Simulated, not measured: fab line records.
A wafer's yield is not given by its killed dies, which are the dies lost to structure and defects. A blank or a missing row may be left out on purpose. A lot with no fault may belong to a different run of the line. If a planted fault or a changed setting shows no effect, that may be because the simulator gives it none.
The tool behind it: which one? | flow gf180mcu | 24 lots with 72 wafers sampled at 4 steps, on a route of 602 steps

== WHAT THE GAUGES SHOWED, per wafer ==
GF_V1_OVL_MEAS_15.
lot  | measured     | on         | V1_OVL (nm)
L074 | day 18 03:18 | overlay-01 | 5 4 1
L075 | day 18 11:21 | overlay-02 | -2 0 4
L076 | day 18 21:38 | overlay-01 | 3 6 -1
L077 | day 19 03:10 | overlay-01 | -6 -6 -3
L078 | day 19 22:20 | overlay-02 | 9 10 11
L079 | day 19 22:30 | overlay-01 | 13 5 5
L080 | day 20 10:27 | overlay-01 | 12 11 15
L081 | day 20 20:47 | overlay-01 | -11 -5 5
L082 | day 21 03:50 | overlay-01 | 6 5 4
L083 | day 21 12:04 | overlay-02 | -3 9 5
L084 | day 21 19:12 | overlay-02 | -7 -1 -3
L085 | day 22 03:59 | overlay-02 | 11 14 9
L086 | day 22 15:30 | overlay-01 | 5 11 4
L087 | day 22 22:47 | overlay-01 | 6 3 -4
L088 | day 23 06:30 | overlay-01 | 11 2 7
L089 | day 24 05:23 | overlay-01 | 0 4 0
L090 | day 24 06:40 | overlay-01 | 5 5 6
L091 | day 24 21:47 | overlay-01 | -4 -5 -8
L092 | day 24 21:57 | overlay-01 | -11 -7 -12
L093 | day 25 12:46 | overlay-02 | -1 -7 1
L094 | day 25 14:19 | overlay-01 | 7 9 9
L095 | day 25 21:53 | overlay-01 | -3 -2 -3
L096 | day 26 00:42 | overlay-02 | 0 -6 -3
L097 | day 26 12:32 | overlay-01 | -4 -10 -8

GF_V5_OVL_MEAS_15.
lot  | measured     | on         | V5_OVL (nm)
L074 | day 27 05:22 | overlay-01 | -4 -5 -4
L075 | day 27 11:43 | overlay-01 | -7 0 -7
L076 | day 27 20:13 | overlay-01 | 5 -1 3
L077 | day 27 23:50 | overlay-01 | -2 2 4
L078 | day 28 15:38 | overlay-02 | -4 0 -7
L079 | day 28 16:49 | overlay-01 | -12 -6 -2
L080 | day 28 23:46 | overlay-01 | -14 -11 -2
L081 | day 29 13:19 | overlay-01 | -1 -6 -9
L082 | day 29 16:19 | overlay-02 | 5 2 10
L083 | day 29 21:38 | overlay-02 | 0 12 9
L084 | day 30 04:13 | overlay-01 | -1 3 5
L085 | day 30 12:18 | overlay-02 | 1 0 -5
L086 | day 31 01:46 | overlay-02 | -9 3 -11
L087 | day 31 01:54 | overlay-01 | 9 9 11
L088 | day 31 06:06 | overlay-02 | 5 5 9
L089 | day 32 02:20 | overlay-01 | 7 10 2
L090 | day 32 04:10 | overlay-02 | 0 0 -10
L091 | day 32 14:04 | overlay-01 | 6 -3 4
L092 | day 32 16:25 | overlay-02 | -8 2 -2
L093 | day 33 00:31 | overlay-01 | -8 -7 -3
L094 | day 33 02:19 | overlay-02 | 3 1 3
L095 | day 33 08:34 | overlay-01 | 2 -6 6
L096 | day 33 11:19 | overlay-01 | -2 -3 -4
L097 | day 33 18:27 | overlay-01 | -2 -4 -7

== EACH LOT AND THE TOOL THAT RAN IT (in order: tool; ch and the chambers of the sampled wafers; start) ==
lot  | GF_SAB_ETCH_11                     | GF_V1_CVD_02
L074 | rie_diel-04 ch 1,2, day 15 04:57   | pecvd-02 ch 0,1,2, day 17 04:21
L075 | rie_diel-02 ch 0,1,3, day 15 12:36 | pecvd-04 ch 0,2, day 17 11:55
L076 | rie_diel-02 ch 0,1,2, day 15 21:28 | pecvd-02 ch 0,1,2, day 17 21:20
L077 | rie_diel-03 ch 0,1, day 16 02:59   | pecvd-04 ch 0,1,2, day 18 02:50
L078 | rie_diel-02 ch 0,1,2, day 16 19:45 | pecvd-04 ch 0,2, day 18 21:14
L079 | rie_diel-04 ch 0,1, day 16 19:53   | pecvd-02 ch 1,2, day 18 21:31
L080 | rie_diel-03 ch 0,1,2, day 17 07:27 | pecvd-04 ch 0,1,2, day 19 10:03
L081 | rie_diel-03 ch 1,2,3, day 17 16:25 | pecvd-02 ch 0,1,2, day 19 19:52
L082 | rie_diel-04 ch 0,1,2, day 17 23:17 | pecvd-02 ch 0,1,2, day 20 03:29
L083 | rie_diel-04 ch 0,2,3, day 18 08:33 | pecvd-02 ch 0,2, day 20 12:01
L084 | rie_diel-04 ch 1,2, day 18 14:35   | pecvd-01 ch 1,2, day 20 18:45
L085 | rie_diel-03 ch 1,2,3, day 18 23:56 | pecvd-01 ch 0,2, day 21 04:21
L086 | rie_diel-03 ch 0,3, day 19 11:23   | pecvd-02 ch 0,1, day 21 15:49
L087 | rie_diel-03 ch 0,2,3, day 19 16:45 | pecvd-04 ch 0,1,2, day 21 22:16
L088 | rie_diel-04 ch 0,1,3, day 20 03:36 | pecvd-01 ch 1,2, day 22 07:07
L089 | rie_diel-02 ch 2,3, day 21 03:51   | pecvd-02 ch 0,1,2, day 23 06:01
L090 | rie_diel-04 ch 0,1,3, day 21 04:29 | pecvd-04 ch 0,1,2, day 23 07:53
L091 | rie_diel-04 ch 1,2, day 21 20:09   | pecvd-01 ch 0,2, day 23 22:22
L092 | rie_diel-02 ch 0,3, day 21 21:34   | pecvd-02 ch 0,1, day 23 23:44
L093 | rie_diel-04 ch 0,2, day 22 13:35   | pecvd-04 ch 1,2, day 24 14:54
L094 | rie_diel-02 ch 1,2, day 22 14:52   | pecvd-01 ch 0,1, day 24 16:12
L095 | rie_diel-02 ch 0,2,3, day 23 00:57 | pecvd-04 ch 0,1,2, day 24 23:50
L096 | rie_diel-04 ch 0,1,3, day 23 01:55 | pecvd-01 ch 1,2, day 25 02:25
L097 | rie_diel-03 ch 0,2,3, day 23 15:14 | pecvd-04 ch 0,2, day 25 14:40
- GF_SAB_ETCH_11: etches SiO2 in C4F8/O2/Ar, target depth 55 nm, time 8.5 s.
- GF_V1_CVD_02: deposits SiO2 from TEOS, target thk 850 nm, time 94.851 s.

== WHAT THE TOOLS THEMSELVES READ (means of the sampled wafers that have a number; where no wafer has one, the mark that the record gives instead) ==
GF_SAB_ETCH_11.
lot  | tool        | oes_product_au (a.u.)
L074 | rie_diel-04 | 0.995
L075 | rie_diel-02 | 1.003
L076 | rie_diel-02 | 1.007
L077 | rie_diel-03 | 1.000
L078 | rie_diel-02 | 1.008
L079 | rie_diel-04 | 1.007
L080 | rie_diel-03 | 1.000
L081 | rie_diel-03 | 1.000
L082 | rie_diel-04 | 0.999
L083 | rie_diel-04 | 1.007
L084 | rie_diel-04 | 0.997
L085 | rie_diel-03 | 1.007
L086 | rie_diel-03 | 0.996
L087 | rie_diel-03 | 1.002
L088 | rie_diel-04 | 1.007
L089 | rie_diel-02 | 0.997
L090 | rie_diel-04 | 1.014
L091 | rie_diel-04 | 0.997
L092 | rie_diel-02 | 0.995
L093 | rie_diel-04 | 0.996
L094 | rie_diel-02 | 0.997
L095 | rie_diel-02 | 1.002
L096 | rie_diel-04 | 0.992
L097 | rie_diel-03 | 1.004

GF_V1_CVD_02.
lot  | tool     | heater_power_w (W) | susceptor_temp_C (C)
L074 | pecvd-02 | 674                | 400.16
L075 | pecvd-04 | 630                | 400.11
L076 | pecvd-02 | 650                | 400.12
L077 | pecvd-04 | 602                | 399.90
L078 | pecvd-04 | 647                | 399.93
L079 | pecvd-02 | 563                | 400.34
L080 | pecvd-04 | 541                | 400.06
L081 | pecvd-02 | 624                | 400.11
L082 | pecvd-02 | 642                | 400.16
L083 | pecvd-02 | 669                | 399.85
L084 | pecvd-01 | 733                | 399.92
L085 | pecvd-01 | 683                | 399.90
L086 | pecvd-02 | 649                | 399.94
L087 | pecvd-04 | 600                | 399.98
L088 | pecvd-01 | 721                | 399.94
L089 | pecvd-02 | 628                | 399.94
L090 | pecvd-04 | 532                | 400.06
L091 | pecvd-01 | 681                | 399.85
L092 | pecvd-02 | 683                | 400.07
L093 | pecvd-04 | 631                | 399.94
L094 | pecvd-01 | 718                | 399.99
L095 | pecvd-04 | 558                | 399.85
L096 | pecvd-01 | 641                | 399.71
L097 | pecvd-04 | 661                | 400.05

== THE ANSWER, worked out from the rows above alone ==
Rule: what is usual is taken from the lots themselves. The widest of any qualifying gaps counts: lots, ordered by their means at a reading, are off when they make up no more than a third of the lots, leave a main group of 4 or more, and stand apart from it by 3 or more times the standard deviation of that group's means. Not used: any main group whose means are identical at the precision the tables above print for the reading. A lot without any number at a reading at which 4 lots or more have one is off too. Any other lot the step has rows for is counted as sound. After the gauges, taken in route order, come the tools' own readings; for these a lot's mean is taken, as printed above. The first step at which some lot is off is used, and at that step the reading that is off furthest; a lot without a number counts as furthest.
No lot is off on any of the readings shown, so nothing can be concluded from this.

== WHAT THE SIMULATOR PUT IN ==
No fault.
